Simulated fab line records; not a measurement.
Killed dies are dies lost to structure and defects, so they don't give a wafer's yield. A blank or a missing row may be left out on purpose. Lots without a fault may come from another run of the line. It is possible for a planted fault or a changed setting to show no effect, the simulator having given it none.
fab line records	flow sky130	part 1 of 2: steps 1 to 26 of 35
record lots=5	wafers=15	last-day=50
route steps=708 shown LDD_HVN@267 LDD_HVP@278 LDD_LDN@289
lots with no fault: from the same line, run without faults
start-h: hours from the record's opening day to when the first of the lot's shown wafers began	wait-h: time in hours since the lot's previous step	" as in the row above	L1.1+2: several wafers, shown together as one row	- value missing, or start not given	* or withheld: withheld	< > ~ a bound
route shown NAME@n: NAME is a module with steps in the file, n the number in the route of the first one	usual: mean/standard deviation taken from wafers without a fault	same: alike in all rows	chamber/n: place in a boat	sites: the reading at each site	_std_site: the values' standard deviation	_edge_site: outer sites' mean less inner sites'	radius-mm: how far each site lies from the wafer's centre	mask NAME#n: copy n	behind: the tool/chamber that last shaped the wafer	hold: cause of the lot's hold/its duration in hours/its outcome	device: the transistor (n, p or np) that didn't switch	end of line: tests of these same wafers at the route's end	a step without rows: its recipe alone	killed: the dies lost at the first sort to structure and to defects; this is not the yield of the wafer	map: the dies of a wafer, with x for killed, . for not killed, _ for no die there
set.NAME: the setting that was run; set.NAME@STEP: the one run at that earlier step	model.NAME: the simulator's own value behind a step, which no gauge read
a table for each step, a row for each wafer; lots at some steps of the route
services: the hour from which a tool's chamber was out of use, counted from the record's first day as start-h (under 0 if before that day), plus the number of hours and why
## steps
# step SKY_LDD_HVN_DEHYDRATE_00
# recipe temp-c=200	time-s=60
# usual resist-line-temp-C=22.99/0.1
lot.wafer	tool	chamber	start-h	wait-h	resist-line-temp-C
L077.2	litho-track-02	0	486.54	15.2	23.07
L077.4	"	0	"	"	23.01
L077.6	"	0	"	"	22.81
L083.1	litho-track-02	0	526.66	13.7	23.03
L083.2	"	0	"	"	23.11
L083.4	"	0	"	"	22.95
L084.1	litho-track-02	0	551.06	14.2	23.03
L084.2	"	0	"	"	23.04
L084.6	"	0	"	"	23.19
L088.2	litho-track-01	0	570.70	14.4	22.90
L088.3	"	0	"	"	23.13
L088.6	"	0	"	"	23.04
L097.2	litho-track-03	0	634.86	13.9	23.07
L097.4	"	0	"	"	23.11
L097.5	"	0	"	"	23.12
# step SKY_LDD_HVN_HMDS_01
# recipe prime-time-s=60	prime-temp-c=120
# usual resist-line-temp-C=23.00/0.11
lot.wafer	tool	chamber	start-h	wait-h	resist-line-temp-C
L077.2	litho-track-02	0	486.69	0.1	23.05
L077.4	"	0	"	"	22.86
L077.6	"	0	"	"	23.23
L083.1	litho-track-02	0	526.81	0.1	23.09
L083.2	"	0	"	"	23.10
L083.4	"	0	"	"	23.03
L084.1	litho-track-02	0	551.21	0.1	23.26
L084.2	"	0	"	"	22.92
L084.6	"	0	"	"	23.05
L088.2	litho-track-01	0	570.85	0.1	22.95
L088.3	"	0	"	"	22.95
L088.6	"	0	"	"	23.03
L097.2	litho-track-03	0	635.01	0.1	23.02
L097.4	"	0	"	"	22.86
L097.5	"	0	"	"	22.86
# step SKY_LDD_HVN_COAT_02
# recipe resist=NOVOLAK	spin-rpm=3000	resist-thk-nm=300
# usual resist-line-temp-C=23.00/0.092
lot.wafer	tool	chamber	start-h	wait-h	resist-line-temp-C
L077.2	litho-track-02	0	486.84	0.1	22.93
L077.4	"	0	"	"	22.92
L077.6	"	0	"	"	22.99
L083.1	litho-track-02	0	526.96	0.1	22.93
L083.2	"	0	"	"	23.05
L083.4	"	0	"	"	23.04
L084.1	litho-track-02	0	551.36	0.1	22.98
L084.2	"	0	"	"	23.11
L084.6	"	0	"	"	23.09
L088.2	litho-track-01	0	571.00	0.1	22.99
L088.3	"	0	"	"	22.99
L088.6	"	0	"	"	22.92
L097.2	litho-track-03	0	635.16	0.1	22.98
L097.4	"	0	"	"	23.10
L097.5	"	0	"	"	23.01
# step SKY_LDD_HVN_SOFTBAKE_03
# recipe temp-c=90	time-s=60	resist=NOVOLAK
# usual resist-line-temp-C=22.99/0.095
lot.wafer	tool	chamber	start-h	wait-h	resist-line-temp-C
L077.2	litho-track-02	0	486.99	0.1	22.98
L077.4	"	0	"	"	22.89
L077.6	"	0	"	"	22.95
L083.1	litho-track-02	0	527.11	0.1	23.16
L083.2	"	0	"	"	23.18
L083.4	"	0	"	"	23.11
L084.1	litho-track-02	0	551.51	0.1	23.00
L084.2	"	0	"	"	23.03
L084.6	"	0	"	"	23.03
L088.2	litho-track-01	0	571.15	0.1	23.08
L088.3	"	0	"	"	23.12
L088.6	"	0	"	"	23.14
L097.2	litho-track-03	0	635.31	0.1	23.25
L097.4	"	0	"	"	23.06
L097.5	"	0	"	"	22.98
# step SKY_LDD_HVN_EXPOSE_04
# recipe mask-id=HVNTM	na=0.6	source-shape=conventional	sigma-outer=0.6	polarization=unpolarized	target-cd-nm=700	dose-mj=127
lot.wafer	tool	chamber	start-h	wait-h	mask
L077.2+4+6	iline-stepper-01	0	-	-	HVNTM#0
L083.1+2+4	iline-stepper-02	0	-	-	HVNTM#0
L084.1+2+6	iline-stepper-02	0	-	-	HVNTM#0
L088.2+3+6	iline-stepper-01	0	-	-	HVNTM#0
L097.2+4+5	iline-stepper-01	0	-	-	HVNTM#0
# step SKY_LDD_HVN_PEB_05
# recipe temp-c=withheld	time-s=*	resist=NOVOLAK
# usual resist-line-temp-C=*
lot.wafer	tool	chamber	start-h	wait-h	resist-line-temp-C
L077.2	litho-track-01	0	-	-	*
L077.4	"	0	"	"	*
L077.6	"	0	"	"	*
L083.1	litho-track-02	0	-	-	*
L083.2	"	0	"	"	*
L083.4	"	0	"	"	*
L084.1	litho-track-03	0	-	-	*
L084.2	"	0	"	"	*
L084.6	"	0	"	"	*
L088.2	litho-track-03	0	-	-	*
L088.3	"	0	"	"	*
L088.6	"	0	"	"	*
L097.2	litho-track-03	0	-	-	*
L097.4	"	0	"	"	*
L097.5	"	0	"	"	*
# step SKY_LDD_HVN_DEVELOP_06
# recipe resist=NOVOLAK	developer=TMAH	develop-time-s=60	dev-temp-c=23
# usual resist-line-temp-C=23.01/0.11
lot.wafer	tool	chamber	start-h	wait-h	resist-line-temp-C
L077.2	litho-track-01	0	501.50	0.1	22.96
L077.4	"	0	"	"	22.81
L077.6	"	0	"	"	22.99
L083.1	litho-track-02	0	542.91	0.1	23.10
L083.2	"	0	"	"	23.01
L083.4	"	0	"	"	22.95
L084.1	litho-track-03	0	565.94	0.1	22.87
L084.2	"	0	"	"	22.88
L084.6	"	0	"	"	22.89
L088.2	litho-track-03	0	585.36	0.1	23.28
L088.3	"	0	"	"	23.23
L088.6	"	0	"	"	23.09
L097.2	litho-track-03	0	649.11	0.1	23.02
L097.4	"	0	"	"	23.08
L097.5	"	0	"	"	23.02
# step SKY_LDD_HVN_OVL_MEAS_07
# usual LDD_HVN_OVL=0.4/1.4
lot.wafer	tool	chamber	start-h	wait-h	LDD_HVN_OVL[nm]
L077.2	overlay-02	-	501.63	0.1	0.5
L077.4	"	-	"	"	0.6
L077.6	"	-	"	"	-0.6
L083.1	overlay-02	-	543.06	0.1	-0.2
L083.2	"	-	"	"	0.7
L083.4	"	-	"	"	0.3
L084.1	overlay-02	-	566.09	0.1	1.2
L084.2	"	-	"	"	0.8
L084.6	"	-	"	"	0.0
L088.2	overlay-01	-	585.49	0.1	2.0
L088.3	"	-	"	"	1.4
L088.6	"	-	"	"	0.1
L097.2	overlay-01	-	649.24	0.1	-0.8
L097.4	"	-	"	"	0.3
L097.5	"	-	"	"	-2.4
# step SKY_LDD_HVN_IMPLANT_08
# recipe species=P	energy-kev=60	dose-cm2=3e+13	tilt-deg=40
# usual beam-on-s=10.00/0.2	tilt-deg=40.001/0.021
lot.wafer	tool	chamber	start-h	wait-h	beam-on-s	tilt-deg
L077.2	implanter-03	0	501.69	0.0	10.26	40.012
L077.4	"	0	"	"	10.03	39.992
L077.6	"	0	"	"	10.18	39.999
L083.1	implanter-03	0	543.10	0.0	9.95	39.983
L083.2	"	0	"	"	10.19	39.971
L083.4	"	0	"	"	10.18	40.013
L084.1	implanter-02	0	566.12	0.0	9.69	40.002
L084.2	"	0	"	"	9.83	39.988
L084.6	"	0	"	"	9.92	39.992
L088.2	implanter-01	0	585.55	0.0	10.37	39.976
L088.3	"	0	"	"	9.86	39.995
L088.6	"	0	"	"	9.90	39.993
L097.2	implanter-02	0	649.30	0.0	9.74	40.023
L097.4	"	0	"	"	10.29	40.029
L097.5	"	0	"	"	10.10	40.011
# step SKY_LDD_HVN_STRIP_09
# recipe chemistry=O2/N2	power-w=1400	pressure-mtorr=1500	platen-temp-c=withheld	o2-flow-sccm=3000	n2-flow-sccm=300	overash-fraction=0.5
# usual drypump-motor-current-A=5.7/0.44	o2-flow-sccm=2999/9.3	oes-product-au=0.408/0.0044	strip-time-to-endpoint-s=4.129/0.015
lot.wafer	tool	chamber	start-h	wait-h	drypump-motor-current-A	o2-flow-sccm	oes-product-au	rf-hours-counter-h	strip-time-to-endpoint-s
L077.2	plasma-asher-03	1	501.81	0.1	6.6	2994	0.406	36	4.129
L077.4	"	1	"	"	6.6	2993	0.413	-	4.136
L077.6	"	0	"	"	5.5	2993	0.410	-	4.102
L083.1	plasma-asher-03	1	543.25	0.1	6.5	3019	0.407	40	4.122
L083.2	"	0	"	"	5.4	2995	0.411	40	4.132
L083.4	"	0	"	"	5.4	3001	0.412	-	4.116
L084.1	plasma-asher-04	0	566.27	0.1	5.4	2994	0.408	76	4.152
L084.2	"	1	"	"	5.8	2984	0.407	76	4.164
L084.6	"	0	"	"	5.3	3008	0.414	-	4.146
L088.2	plasma-asher-03	1	585.67	0.1	6.6	3001	0.408	44	4.131
L088.3	"	0	"	"	5.4	3000	0.417	-	4.120
L088.6	"	0	"	"	5.4	3009	0.405	-	4.101
L097.2	plasma-asher-04	1	649.42	0.1	5.8	2989	0.407	85	4.149
L097.4	"	1	"	"	5.8	2999	0.410	-	4.141
L097.5	"	0	"	"	5.3	3006	0.410	-	4.118
# step SKY_LDD_HVN_TW_MEAS_10
# usual LDD_HVN_TW=1445/13
lot.wafer	tool	chamber	start-h	wait-h	LDD_HVN_TW
L077.2	film-metro-02	-	501.92	0.1	1429
L077.4	"	-	"	"	1433
L077.6	"	-	"	"	1438
L083.1	film-metro-01	-	543.35	0.1	1443
L083.2	"	-	"	"	1438
L083.4	"	-	"	"	1438
L084.1	film-metro-04	-	566.37	0.1	1469
L084.2	"	-	"	"	1482
L084.6	"	-	"	"	1472
L088.2	film-metro-04	-	585.78	0.1	1465
L088.3	"	-	"	"	1454
L088.6	"	-	"	"	1466
L097.2	film-metro-02	-	649.53	0.1	1437
L097.4	"	-	"	"	1443
L097.5	"	-	"	"	1442
# step SKY_LDD_HVP_DEHYDRATE_00
# recipe temp-c=200	time-s=60
# usual resist-line-temp-C=22.99/0.098
lot.wafer	tool	chamber	start-h	wait-h	resist-line-temp-C
L077.2	litho-track-02	0	517.29	15.4	23.01
L077.4	"	0	"	"	23.03
L077.6	"	0	"	"	22.98
L083.1	litho-track-02	0	557.06	13.7	22.99
L083.2	"	0	"	"	22.77
L083.4	"	0	"	"	22.86
L084.1	litho-track-03	0	580.84	14.5	22.98
L084.2	"	0	"	"	22.93
L084.6	"	0	"	"	23.14
L088.2	litho-track-02	0	600.24	14.4	22.96
L088.3	"	0	"	"	22.90
L088.6	"	0	"	"	23.09
L097.2	litho-track-02	0	663.64	14.1	22.99
L097.4	"	0	"	"	23.07
L097.5	"	0	"	"	23.08
# step SKY_LDD_HVP_HMDS_01
# recipe prime-time-s=60	prime-temp-c=120
# usual resist-line-temp-C=23.01/0.11
lot.wafer	tool	chamber	start-h	wait-h	resist-line-temp-C
L077.2	litho-track-02	0	517.44	0.1	23.05
L077.4	"	0	"	"	22.90
L077.6	"	0	"	"	22.89
L083.1	litho-track-02	0	557.21	0.1	22.86
L083.2	"	0	"	"	22.89
L083.4	"	0	"	"	22.86
L084.1	litho-track-03	0	580.99	0.1	22.93
L084.2	"	0	"	"	22.82
L084.6	"	0	"	"	22.94
L088.2	litho-track-02	0	600.39	0.1	23.16
L088.3	"	0	"	"	23.02
L088.6	"	0	"	"	23.14
L097.2	litho-track-02	0	663.79	0.1	22.68
L097.4	"	0	"	"	22.91
L097.5	"	0	"	"	22.65
# step SKY_LDD_HVP_COAT_02
# recipe resist=NOVOLAK	spin-rpm=3000	resist-thk-nm=300
# usual resist-line-temp-C=22.98/0.11
lot.wafer	tool	chamber	start-h	wait-h	resist-line-temp-C
L077.2	litho-track-02	0	517.59	0.1	23.08
L077.4	"	0	"	"	22.97
L077.6	"	0	"	"	23.05
L083.1	litho-track-02	0	557.36	0.1	22.98
L083.2	"	0	"	"	22.73
L083.4	"	0	"	"	22.95
L084.1	litho-track-03	0	581.14	0.1	22.88
L084.2	"	0	"	"	22.84
L084.6	"	0	"	"	23.04
L088.2	litho-track-02	0	600.54	0.1	22.97
L088.3	"	0	"	"	23.09
L088.6	"	0	"	"	23.04
L097.2	litho-track-02	0	663.94	0.1	23.01
L097.4	"	0	"	"	22.99
L097.5	"	0	"	"	22.97
# step SKY_LDD_HVP_SOFTBAKE_03
# recipe temp-c=90	time-s=60	resist=NOVOLAK
# usual resist-line-temp-C=23.00/0.11
lot.wafer	tool	chamber	start-h	wait-h	resist-line-temp-C
L077.2	litho-track-02	0	517.74	0.1	22.92
L077.4	"	0	"	"	22.99
L077.6	"	0	"	"	22.94
L083.1	litho-track-02	0	557.51	0.1	22.90
L083.2	"	0	"	"	22.97
L083.4	"	0	"	"	23.19
L084.1	litho-track-03	0	581.29	0.1	22.73
L084.2	"	0	"	"	22.87
L084.6	"	0	"	"	22.81
L088.2	litho-track-02	0	600.69	0.1	22.80
L088.3	"	0	"	"	22.86
L088.6	"	0	"	"	22.85
L097.2	litho-track-02	0	664.09	0.1	23.06
L097.4	"	0	"	"	22.91
L097.5	"	0	"	"	22.97
# step SKY_LDD_HVP_EXPOSE_04
# recipe mask-id=HVPTM	na=0.6	source-shape=conventional	sigma-outer=0.6	polarization=unpolarized	target-cd-nm=700	dose-mj=86
lot.wafer	tool	chamber	start-h	wait-h	mask
L077.2+4+6	iline-stepper-01	0	-	-	HVPTM#0
L083.1+2+4	iline-stepper-02	0	-	-	HVPTM#0
L084.1+2+6	iline-stepper-02	0	-	-	HVPTM#0
L088.2+3+6	iline-stepper-01	0	-	-	HVPTM#0
L097.2+4+5	iline-stepper-01	0	-	-	HVPTM#0
# step SKY_LDD_HVP_PEB_05
# recipe temp-c=withheld	time-s=*	resist=NOVOLAK
# usual resist-line-temp-C=*
lot.wafer	tool	chamber	start-h	wait-h	resist-line-temp-C
L077.2	litho-track-04	0	-	-	*
L077.4	"	0	"	"	*
L077.6	"	0	"	"	*
L083.1	litho-track-04	0	-	-	*
L083.2	"	0	"	"	*
L083.4	"	0	"	"	*
L084.1	litho-track-04	0	-	-	*
L084.2	"	0	"	"	*
L084.6	"	0	"	"	*
L088.2	litho-track-04	0	-	-	*
L088.3	"	0	"	"	*
L088.6	"	0	"	"	*
L097.2	litho-track-02	0	-	-	*
L097.4	"	0	"	"	*
L097.5	"	0	"	"	*
# step SKY_LDD_HVP_DEVELOP_06
# recipe resist=NOVOLAK	developer=TMAH	develop-time-s=60	dev-temp-c=23
# usual resist-line-temp-C=23.02/0.092
lot.wafer	tool	chamber	start-h	wait-h	resist-line-temp-C
L077.2	litho-track-04	0	532.50	0.1	22.98
L077.4	"	0	"	"	23.10
L077.6	"	0	"	"	23.08
L083.1	litho-track-04	0	573.02	0.1	23.08
L083.2	"	0	"	"	22.97
L083.4	"	0	"	"	22.97
L084.1	litho-track-04	0	595.17	0.1	22.85
L084.2	"	0	"	"	22.86
L084.6	"	0	"	"	22.97
L088.2	litho-track-04	0	614.45	0.1	22.98
L088.3	"	0	"	"	22.85
L088.6	"	0	"	"	22.95
L097.2	litho-track-02	0	677.89	0.1	23.00
L097.4	"	0	"	"	23.04
L097.5	"	0	"	"	22.92
# step SKY_LDD_HVP_OVL_MEAS_07
# usual LDD_HVP_OVL=0.0/1.6
lot.wafer	tool	chamber	start-h	wait-h	LDD_HVP_OVL[nm]
L077.2	overlay-01	-	532.63	0.1	-2.2
L077.4	"	-	"	"	-3.4
L077.6	"	-	"	"	-3.8
L083.1	overlay-02	-	573.17	0.1	0.5
L083.2	"	-	"	"	1.4
L083.4	"	-	"	"	1.6
L084.1	overlay-02	-	595.32	0.1	1.0
L084.2	"	-	"	"	1.7
L084.6	"	-	"	"	0.9
L088.2	overlay-02	-	614.58	0.1	-0.9
L088.3	"	-	"	"	0.3
L088.6	"	-	"	"	1.5
L097.2	overlay-01	-	678.02	0.1	-0.7
L097.4	"	-	"	"	-0.6
L097.5	"	-	"	"	-1.4
# step SKY_LDD_HVP_IMPLANT_08
# recipe species=B	energy-kev=20	dose-cm2=1.7e+13	tilt-deg=17.9
# usual beam-on-s=10.01/0.21	tilt-deg=17.898/0.02
lot.wafer	tool	chamber	start-h	wait-h	beam-on-s	tilt-deg
L077.2	implanter-01	0	532.68	0.0	9.75	17.895
L077.4	"	0	"	"	9.85	17.911
L077.6	"	0	"	"	10.36	17.901
L083.1	implanter-02	0	573.21	0.0	10.15	17.908
L083.2	"	0	"	"	10.09	17.889
L083.4	"	0	"	"	9.81	17.906
L084.1	implanter-01	0	595.36	0.0	10.40	17.913
L084.2	"	0	"	"	10.10	17.916
L084.6	"	0	"	"	10.07	17.905
L088.2	implanter-02	0	614.63	0.0	10.05	17.868
L088.3	"	0	"	"	10.33	17.899
L088.6	"	0	"	"	9.93	17.887
L097.2	implanter-02	0	678.07	0.0	10.02	17.899
L097.4	"	0	"	"	9.94	17.898
L097.5	"	0	"	"	9.78	17.908
# step SKY_LDD_HVP_STRIP_09
# recipe chemistry=O2/N2	power-w=1400	pressure-mtorr=1500	platen-temp-c=withheld	o2-flow-sccm=3000	n2-flow-sccm=300	overash-fraction=0.5
# usual drypump-motor-current-A=5.8/0.45	o2-flow-sccm=3000/8.1	oes-product-au=0.408/0.005	strip-time-to-endpoint-s=4.136/0.017
lot.wafer	tool	chamber	start-h	wait-h	drypump-motor-current-A	o2-flow-sccm	oes-product-au	rf-hours-counter-h	strip-time-to-endpoint-s
L077.2	plasma-asher-01	1	532.81	0.1	6.0	2993	0.411	86	4.140
L077.4	"	1	"	"	6.0	3008	0.413	-	4.153
L077.6	"	0	"	"	5.6	2997	0.415	-	4.117
L083.1	plasma-asher-04	1	573.36	0.1	5.8	2995	0.407	77	4.126
L083.2	"	0	"	"	5.3	3000	0.407	77	4.119
L083.4	"	0	"	"	5.3	2993	0.397	-	4.119
L084.1	plasma-asher-03	1	595.51	0.1	6.6	3006	0.412	45	4.126
L084.2	"	0	"	"	5.4	3004	0.416	45	4.119
L084.6	"	1	"	"	6.5	2998	0.412	-	4.147
L088.2	plasma-asher-03	1	614.76	0.1	6.7	3001	0.411	47	4.146
L088.3	"	1	"	"	6.6	3004	0.414	-	4.162
L088.6	"	1	"	"	6.6	2988	0.415	-	4.145
L097.2	plasma-asher-01	1	678.20	0.1	6.0	3000	0.404	100	4.143
L097.4	"	0	"	"	5.5	2987	0.401	-	4.153
L097.5	"	1	"	"	6.0	3009	0.410	-	4.154
# step SKY_LDD_HVP_TW_MEAS_10
# usual LDD_HVP_TW=459/3.9
lot.wafer	tool	chamber	start-h	wait-h	LDD_HVP_TW
L077.2	film-metro-01	-	532.92	0.1	459
L077.4	"	-	"	"	458
L077.6	"	-	"	"	456
L083.1	film-metro-03	-	573.46	0.1	456
L083.2	"	-	"	"	461
L083.4	"	-	"	"	459
L084.1	film-metro-04	-	595.61	0.1	466
L084.2	"	-	"	"	466
L084.6	"	-	"	"	464
L088.2	film-metro-03	-	614.87	0.1	458
L088.3	"	-	"	"	457
L088.6	"	-	"	"	458
L097.2	film-metro-04	-	678.31	0.1	461
L097.4	"	-	"	"	463
L097.5	"	-	"	"	467
# step SKY_LDD_LDN_DEHYDRATE_00
# recipe temp-c=200	time-s=60
# usual resist-line-temp-C=23.02/0.1
lot.wafer	tool	chamber	start-h	wait-h	resist-line-temp-C
L077.2	litho-track-02	0	547.54	14.6	23.11
L077.4	"	0	"	"	23.08
L077.6	"	0	"	"	23.15
L083.1	litho-track-04	0	586.87	13.4	22.96
L083.2	"	0	"	"	22.86
L083.4	"	0	"	"	22.96
L084.1	litho-track-04	0	610.07	14.5	23.01
L084.2	"	0	"	"	23.07
L084.6	"	0	"	"	23.10
L088.2	litho-track-04	0	629.00	14.1	22.97
L088.3	"	0	"	"	23.10
L088.6	"	0	"	"	22.91
L097.2	litho-track-01	0	691.55	13.2	23.10
L097.4	"	0	"	"	23.05
L097.5	"	0	"	"	23.17
# step SKY_LDD_LDN_HMDS_01
# recipe prime-time-s=60	prime-temp-c=120
# usual resist-line-temp-C=23.01/0.11
lot.wafer	tool	chamber	start-h	wait-h	resist-line-temp-C
L077.2	litho-track-02	0	547.69	0.1	23.18
L077.4	"	0	"	"	23.05
L077.6	"	0	"	"	23.13
L083.1	litho-track-04	0	587.02	0.1	22.79
L083.2	"	0	"	"	22.84
L083.4	"	0	"	"	22.95
L084.1	litho-track-04	0	610.22	0.1	23.04
L084.2	"	0	"	"	22.94
L084.6	"	0	"	"	22.67
L088.2	litho-track-04	0	629.15	0.1	22.94
L088.3	"	0	"	"	22.99
L088.6	"	0	"	"	22.92
L097.2	litho-track-01	0	691.70	0.1	22.92
L097.4	"	0	"	"	23.02
L097.5	"	0	"	"	23.03
# step SKY_LDD_LDN_COAT_02
# recipe resist=NOVOLAK	spin-rpm=3000	resist-thk-nm=1140
# usual resist-line-temp-C=22.97/0.12
lot.wafer	tool	chamber	start-h	wait-h	resist-line-temp-C
L077.2	litho-track-02	0	547.84	0.1	23.07
L077.4	"	0	"	"	23.00
L077.6	"	0	"	"	22.96
L083.1	litho-track-04	0	587.17	0.1	22.94
L083.2	"	0	"	"	22.96
L083.4	"	0	"	"	22.84
L084.1	litho-track-04	0	610.37	0.1	22.80
L084.2	"	0	"	"	22.89
L084.6	"	0	"	"	22.86
L088.2	litho-track-04	0	629.30	0.1	22.93
L088.3	"	0	"	"	22.92
L088.6	"	0	"	"	22.88
L097.2	litho-track-01	0	691.85	0.1	22.84
L097.4	"	0	"	"	22.77
L097.5	"	0	"	"	22.84
# step SKY_LDD_LDN_SOFTBAKE_03
# recipe temp-c=90	time-s=60	resist=NOVOLAK
# usual resist-line-temp-C=22.97/0.089
lot.wafer	tool	chamber	start-h	wait-h	resist-line-temp-C
L077.2	litho-track-02	0	547.99	0.1	23.14
L077.4	"	0	"	"	22.93
L077.6	"	0	"	"	22.97
L083.1	litho-track-04	0	587.32	0.1	23.06
L083.2	"	0	"	"	22.89
L083.4	"	0	"	"	22.90
L084.1	litho-track-04	0	610.52	0.1	22.98
L084.2	"	0	"	"	22.77
L084.6	"	0	"	"	22.81
L088.2	litho-track-04	0	629.45	0.1	22.94
L088.3	"	0	"	"	22.92
L088.6	"	0	"	"	22.98
L097.2	litho-track-01	0	692.00	0.1	23.01
L097.4	"	0	"	"	23.12
L097.5	"	0	"	"	22.98
